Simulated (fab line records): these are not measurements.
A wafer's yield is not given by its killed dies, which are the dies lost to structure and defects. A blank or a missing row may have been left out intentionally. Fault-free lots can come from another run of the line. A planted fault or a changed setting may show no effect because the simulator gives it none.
What tool caused it? ; flow sky130 ; 11 lots, 31 wafers sampled, at 4 steps of a route of 708

== WHAT EACH GAUGE READ, for each wafer ==
SKY_VIA4_THK_MEAS_01.
lot;measured;on;VIA4_HDPCVD_THK (nm)
L610;day 42 06:23;film-metro-01;1738 1756 1746
L611;day 42 06:59;film-metro-02;1752 1745 1742
L614;day 42 16:14;film-metro-01;1759 1756 1722
L615;day 43 08:49;film-metro-02;1740 1880 1886
L616;day 43 13:14;film-metro-01;1921 1929
L618;day 43 21:49;film-metro-03;1921 1780
L629;day 46 19:55;film-metro-03;1765 1758 1761
L630;day 46 20:37;film-metro-01;1762 1752 1755
L631;day 47 08:57;film-metro-01;1760 1745 1766
L632;day 47 12:03;film-metro-01;1748 1770 1759
L633;day 47 17:42;film-metro-02;1764 1769 1751

== WHICH TOOL RAN EACH LOT (tool, then ch and the chambers of the sampled wafers, then the start) ==
lot;SKY_CAP2M_SPUTTER_02;SKY_CAP2M_STRIP_14;SKY_VIA4_HDPCVD_00
L610;pvd-sputter-04, day 40 03:59;plasma-asher-01 ch 0,1, day 41 04:23;hdpcvd-01 ch 0,1,2, day 42 06:13
L611;pvd-sputter-02, day 40 05:17;plasma-asher-03 ch 1, day 41 05:20;hdpcvd-01 ch 1,2, day 42 06:48
L614;pvd-sputter-02, day 40 15:56;plasma-asher-01 ch 0, day 41 15:25;hdpcvd-01 ch 1,2, day 42 16:03
L615;pvd-sputter-02, day 41 08:07;plasma-asher-04 ch 0,1, day 42 07:58;hdpcvd-01 ch 0,2, day 43 08:38
L616;pvd-sputter-04, day 41 12:34;plasma-asher-03 ch 0,1, day 42 12:31;hdpcvd-01 ch 0,2, day 43 13:03
L618;pvd-sputter-04, day 41 22:25;plasma-asher-04 ch 1, day 42 21:29;hdpcvd-01 ch 0,1, day 43 21:37
L629;pvd-sputter-04, day 45 00:29;plasma-asher-04 ch 0,1, day 45 21:53;hdpcvd-01 ch 1,2, day 46 19:43
L630;pvd-sputter-03, day 45 00:35;plasma-asher-03 ch 0,1, day 45 22:10;hdpcvd-01 ch 0,1,2, day 46 20:26
L631;pvd-sputter-04, day 45 13:29;plasma-asher-01 ch 0,1, day 46 10:55;hdpcvd-01 ch 1,2, day 47 08:45
L632;pvd-sputter-04, day 45 17:20;plasma-asher-03 ch 0,1, day 46 13:43;hdpcvd-01 ch 0,1,2, day 47 11:52
L633;pvd-sputter-02, day 45 23:26;plasma-asher-01 ch 0,1, day 46 20:07;hdpcvd-01 ch 1,2, day 47 17:31
- SKY_CAP2M_SPUTTER_02: material TiN, target thk 200 nm, time 166.7 s.
- SKY_CAP2M_STRIP_14: strips in O2/N2.
- SKY_VIA4_HDPCVD_00: deposits SiO2, target thk 1750 nm, time 291.7 s.

== THE ANSWER, worked out from the rows above alone ==
Rule: usual is defined by the lots themselves. Put in order of their means at a reading, lots are off if they are a third of the lots or fewer, leave a main group of 4 or more, and stand apart from it by a gap of 3 or more times the standard deviation of the main group's means; of several such gaps the widest counts. If all means in a main group match to the digits the tables above print for the reading, that group is not used. Also off: a lot with no number at a reading for which 4 or more lots have one. The other lots that the step has rows for count as sound.
Off: L615, L616, L618, seen at SKY_VIA4_THK_MEAS_01 (VIA4_HDPCVD_THK). The main group has a mean of 1754 nm with a standard deviation of 6.4.
If a tool, at a process step before that reading, ran all the lots that are off and no sound lot after the first of them, it fits. The gauges at SKY_VIA4_THK_MEAS_01 are tried like those tools. Of those tried, none fits.

== WHAT WAS PUT IN BY THE SIMULATOR ==
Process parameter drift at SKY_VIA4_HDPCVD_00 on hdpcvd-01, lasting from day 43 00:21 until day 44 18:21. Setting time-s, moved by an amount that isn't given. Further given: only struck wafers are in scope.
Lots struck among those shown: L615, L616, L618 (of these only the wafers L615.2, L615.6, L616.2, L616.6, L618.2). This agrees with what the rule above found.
